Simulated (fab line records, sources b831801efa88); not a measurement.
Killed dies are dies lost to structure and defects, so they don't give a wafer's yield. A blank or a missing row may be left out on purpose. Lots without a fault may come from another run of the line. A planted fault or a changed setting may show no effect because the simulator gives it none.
A struck lot beside a sound one | flow gf180mcu | 43 steps out of a route of 602
Sound: wafers L879.1, L879.3, L879.5. Struck: wafer L894.5. (L894.2, L894.3 of the same lot were not struck and are left out.) The cause comes at the end.
At each step with rows: each side's tool, then ch and its chambers, then its first start. Under that, the readings that differ: sound wafers | struck wafers | difference of the means | sigmas: that difference in standard deviations of wafers without a fault.
alike: readings whose means differ by less than 2 such deviations, and words and numbers that are the same on both sides. not compared: withheld readings, readings that some wafer has no value for, bounds like >300 that may hide the same value, and numbers for which the record gives no deviation and whose values overlap.
The two part at a step that has a row with sigmas, a row that says differs or no value, or rows on one side only. Numbers that don't overlap but have no deviation are shown without sigmas and don't part them. A reading that every wafer of one side lacks parts them only if that side has two wafers or more.

GF_PSD_RS_MEAS_15: measures by four-point-probe.
  sound on film_metro-01, day 14 05:49; struck on film_metro-01, day 19 19:09
  alike: PSD_RS
GF_SAB_CVD_00: deposits SiO2 from TEOS, target thk 50 nm, time 4.9302 s.
  sound on pecvd-02 ch 0,2, day 14 05:56; struck on pecvd-02 ch 1, day 19 19:15
  alike: heater_power_w
GF_SAB_THK_MEAS_01:
  sound on film_metro-02, day 14 06:01; struck on film_metro-03, day 19 19:17
  alike: SAB_CVD_00_THK
then, 7 steps without rows for these wafers: GF_SAB_DEHYDRATE_02 (time 60 s); GF_SAB_HMDS_03 (prime time 60 s); GF_SAB_COAT_04 (resist thk 1000 nm); GF_SAB_SOFTBAKE_05 (time 60 s); GF_SAB_EXPOSE_06 (exposes mask SAB, target cd 420 nm); GF_SAB_PEB_07; GF_SAB_DEVELOP_08 (develop time 60 s).
GF_SAB_CD_MEAS_09: target cd 420 nm.
  sound on cd_sem-01, day 15 02:26; struck on cd_sem-02, day 20 18:49
  alike: cd_nm
GF_SAB_OVL_MEAS_10:
  sound on overlay-01, day 15 02:34; struck on overlay-02, day 20 18:55
  alike: SAB_OVL
GF_SAB_ETCH_11: etches SiO2 in C4F8/O2/Ar, target depth 55 nm, time 8.5 s.
  sound on rie_diel-02 ch 1,3, day 15 02:36; struck on rie_diel-02 ch 3, day 20 18:57
  alike: chamber_pressure_mTorr, oes_product_au
  not compared: rf_hours_counter_h
then, 6 steps without rows for these wafers: GF_SAB_WET_ETCH_12 (etches SiO2 in dHF, target depth 22 nm, time 440 s); GF_SAB_STRIP_13 (strips in O2/N2); GF_SALICIDE_CLEAN_00 (cleans in SC1/SC2, time 150 s); GF_SALICIDE_WET_ETCH_01 (etches SiO2 in dHF, target depth 5 nm, time 100 s); GF_SALICIDE_SPUTTER_02 (material Co, target thk 10 nm, time 20 s); GF_SALICIDE_SPUTTER_03 (material TiN, target thk 20 nm, time 16.7 s).
GF_SALICIDE_RS_MEAS_04: measures by four-point-probe.
  sound on film_metro-03, day 15 03:01; struck on film_metro-01, day 20 19:25
  alike: SALICIDE_TIN_RS
GF_SALICIDE_THK_MEAS_05: measures by xrf.
  sound on film_metro-03, day 15 03:08; struck on film_metro-01, day 20 19:32
  alike: SALICIDE_TIN_THK
then, 2 steps without rows for these wafers: GF_SALICIDE_RTA_06 (time 30 s); GF_SALICIDE_WET_ETCH_07 (etches the open film in SPM, target depth 120 nm).
GF_SALICIDE_RTA_08: time 30 s.
  sound on rtp_anneal-02 ch 0, day 15 03:24; struck on rtp_anneal-01 ch 0, day 20 19:48
  reading            | sound          | struck | difference | sigmas
  lamp_power_pct (%) | 20.3 20.3 20.3 | 17.5   | -2.8       | -2
  alike: wafer_temp_C_max
then, 1 step without rows for these wafers: GF_CONTACT_CVD_00 (deposits SiO2, target thk 300 nm, time 50 s).
GF_CONTACT_THK_MEAS_01:
  sound on film_metro-02, day 15 03:34; struck on film_metro-04, day 20 19:56
  alike: CONTACT_CVD_00_THK
GF_CONTACT_CVD_02: deposits SiO2 from TEOS, target thk 860 nm, time 95.992 s.
  sound on pecvd-04 ch 0,1,2, day 15 03:38; struck on pecvd-04 ch 0, day 20 19:59
  alike: heater_power_w
GF_CONTACT_THK_MEAS_03:
  sound on film_metro-02, day 15 03:42; struck on film_metro-03, day 20 20:04
  alike: CONTACT_CVD_02_THK
GF_CONTACT_CMP_04: polishes SiO2.
  sound on cmp-01 ch 0,1,3, day 15 03:46; struck on cmp-02 ch 2, day 20 20:07
  alike: motor_current_A, time_to_endpoint_s
GF_CONTACT_BOW_MEAS_05:
  sound on film_metro-03, day 15 04:04; struck on film_metro-04, day 20 20:26
  alike: CONTACT_BOW
then, 8 steps without rows for these wafers: GF_CONTACT_DEHYDRATE_06 (time 60 s); GF_CONTACT_HMDS_07 (prime time 60 s); GF_CONTACT_COAT_08; GF_CONTACT_COAT_09 (resist thk 1000 nm); GF_CONTACT_SOFTBAKE_10 (time 60 s); GF_CONTACT_EXPOSE_11 (exposes mask Contact, target cd 220 nm); GF_CONTACT_PEB_12 (peb time 90 s); GF_CONTACT_DEVELOP_13 (develop time 60 s).
GF_CONTACT_CD_MEAS_14: target cd 220 nm.
  sound on cd_sem-01, day 16 01:55; struck on cd_sem-01, day 21 20:29
  alike: cd_nm
GF_CONTACT_OVL_MEAS_15:
  sound on overlay-01, day 16 02:02; struck on overlay-01, day 21 20:35
  alike: CONTACT_OVL
GF_CONTACT_ETCH_16: etches BARC in N2/H2.
  sound on rie_diel-02 ch 1,3, day 16 02:04; struck on rie_diel-03 ch 3, day 21 20:37
  alike: chamber_pressure_mTorr, drypump_motor_current_A, oes_product_au, throttle_valve_pct
then, 1 step without rows for these wafers: GF_CONTACT_ETCH_17 (etches SiO2 in C4F8/O2/Ar, stops on CoSi2, target depth 860 nm).
-- the record jumps here: 12 days lie between the struck wafers' starts before and after (it left off in module CONTACT and takes up again in module PASSIVATION, whose first step shown is number 602 of the route) --
GF_PASSIVATION_PROBE_99:
  the record has rows for the struck wafers here (prober-02, day 33 10:58) and none for the sound ones

WHERE THEY PART
First at GF_SALICIDE_RTA_08; last, within this record, at GF_PASSIVATION_PROBE_99.

WHY: what the simulator had put in
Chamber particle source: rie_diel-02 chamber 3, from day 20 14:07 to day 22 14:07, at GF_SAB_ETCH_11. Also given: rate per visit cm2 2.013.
